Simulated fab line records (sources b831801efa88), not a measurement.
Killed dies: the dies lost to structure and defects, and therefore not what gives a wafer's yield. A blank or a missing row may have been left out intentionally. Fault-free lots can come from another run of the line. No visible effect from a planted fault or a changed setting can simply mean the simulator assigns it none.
2 desks looking at one fault + flow sky130 + only its own numbers are on each desk; what lay behind them is given at the end

## AT THE METROLOGY DESK
What the gauges read for every lot (on any tool): the sampled wafers with a number, averaged. If a lot's mean is further than 4 standard deviations from the usual mean, the lot is out of limits and carries the mark OUT (the distance appears in the brackets).
Columns: A = VIA4_HDPCVD_THK at SKY_VIA4_THK_MEAS_01, usual 1731 nm; B = VIA4_BOW at SKY_VIA4_BOW_MEAS_03, usual 79 um; C = VIA4_OVL at SKY_VIA4_OVL_MEAS_11, usual 1.1 nm
| lot  | first seen here | A    | B  | C    |
|------|-----------------|------|----|------|
| L647 | day 42 21:15    | 1744 | 75 | 2.2  |
| L648 | day 43 08:40    | 1721 | 81 | -0.4 |
| L653 | day 44 21:23    | 1736 | 67 | 1.0  |
| L655 | day 45 03:34    | 1738 | 89 | 1.2  |
| L660 | day 46 07:39    | 1724 | 93 | 3.3  |
| L666 | day 47 21:27    | 1717 | 79 | 0.4  |
This desk's verdict: no lot among the 6 shows anything out of limits.

## DESK OF THE TOOL OWNER: lithoTrack-01
Per lot that ran on this tool, the mean of the sampled wafers carrying a number, from the tool's own readings at SKY_VIA4_SOFTBAKE_07 (time 60 s). If a lot's mean is further than 4 standard deviations from the usual mean, the lot is out of limits and carries the mark OUT (the distance appears in the brackets).
Columns: A = runLengthS at SKY_VIA4_SOFTBAKE_07, usual 89.13 s
| lot  | first seen here | A                        |
|------|-----------------|--------------------------|
| L647 | day 43 08:34    | 89.05                    |
| L653 | day 45 08:04    | 107.95 (+99 or more) OUT |
| L655 | day 45 14:52    | 107.81 (+98) OUT         |
This desk finds L653, L655 out of limits, L653 being first, at day 45 08:04 (runLengthS at SKY_VIA4_SOFTBAKE_07). L647: within limits.

## TAKEN TOGETHER
At day 45 08:04, on L653, L655, the tool owner's desk was in a position to raise an alarm.
Nothing out of limits was seen by the metrology desk.
The metrology desk has L653, L655 on record, within its limits.
The lots listed all ran SKY_VIA4_SOFTBAKE_07 on lithoTrack-01.

## WHAT HAD BEEN PUT IN BY THE SIMULATOR
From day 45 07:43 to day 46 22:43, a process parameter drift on lithoTrack-01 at SKY_VIA4_SOFTBAKE_07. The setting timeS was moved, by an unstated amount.
Lots struck among those shown: L653, L655.
Delay in hours, fault start to first out-of-limits reading, by desk: the tool owner's desk at 0.
